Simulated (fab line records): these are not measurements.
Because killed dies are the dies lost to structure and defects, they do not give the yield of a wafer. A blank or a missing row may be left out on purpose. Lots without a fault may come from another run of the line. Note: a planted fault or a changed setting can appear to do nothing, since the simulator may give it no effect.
One fault seen from 2 desks :: flow sky130 :: only its own numbers are on each desk; what lay behind them is given at the end

FROM THE METROLOGY DESK
What the gauges read for every lot (on any tool): the sampled wafers with a number, averaged. A lot is out of limits, marked OUT, if its mean lies more than 4 standard deviations from the usual mean; the brackets give that distance.
Columns: A = NWELL_TW at SKY_NWELL_TW_MEAS_15, usual 1825; B = NWELL_01_OVL at SKY_NWELL_OVL_MEAS_23, usual 0.2 nm
lot: L598
first seen here: day 7 04:13
A: 1849
B: 0.4

lot: L601
first seen here: day 8 01:36
A: 1819
B: -1.0

lot: L604
first seen here: day 8 13:34
A: 1809
B: 0.6

lot: L606
first seen here: day 9 01:31
A: 1842
B: 0.9

lot: L608
first seen here: day 9 12:24
A: 1815
B: 2.6

lot: L610
first seen here: day 9 19:47
A: 1815
B: 0.7
This desk's finding: nothing out of limits on any of the 6 lots.

DESK OF THE TOOL OWNER: implanter-01
For each lot that ran on this tool, the mean over its sampled wafers that have a number, from the tool's own readings at SKY_NWELL_IMPLANT_24. A lot is out of limits, marked OUT, if its mean lies more than 4 standard deviations from the usual mean; the brackets give that distance.
Columns: A = beam-energy-keV at SKY_NWELL_IMPLANT_24, usual 140.01; B = end-station-pressure-torr at SKY_NWELL_IMPLANT_24, usual 5.03e-06 Torr
lot: L601
first seen here: day 8 21:59
A: 140.00
B: 5.04e-06

lot: L604
first seen here: day 9 10:16
A: 147.53 (+99 or more) OUT
B: 5.16e-06

lot: L606
first seen here: day 9 22:29
A: 147.52 (+99 or more) OUT
B: 5.06e-06
This desk's verdict: out of limits on L604, L606, starting with L604 at day 9 10:16 (beam-energy-keV at SKY_NWELL_IMPLANT_24). L601 stayed within limits.

TAKEN TOGETHER
The tool owner's desk had the chance to raise an alarm at day 9 10:16 on L604, L606.
Metrology desk: nothing out of limits seen.
The metrology desk holds a record of L604, L606, inside its limits.
The lots listed all ran SKY_NWELL_IMPLANT_24 on implanter-01.

WHAT HAD BEEN PUT IN BY THE SIMULATOR
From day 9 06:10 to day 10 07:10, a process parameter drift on implanter-01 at SKY_NWELL_IMPLANT_24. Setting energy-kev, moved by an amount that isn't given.
Struck lots among those shown: L604, L606.
How many hours passed from the start of the fault until each desk's first out-of-limits reading: the tool owner's desk, 4.
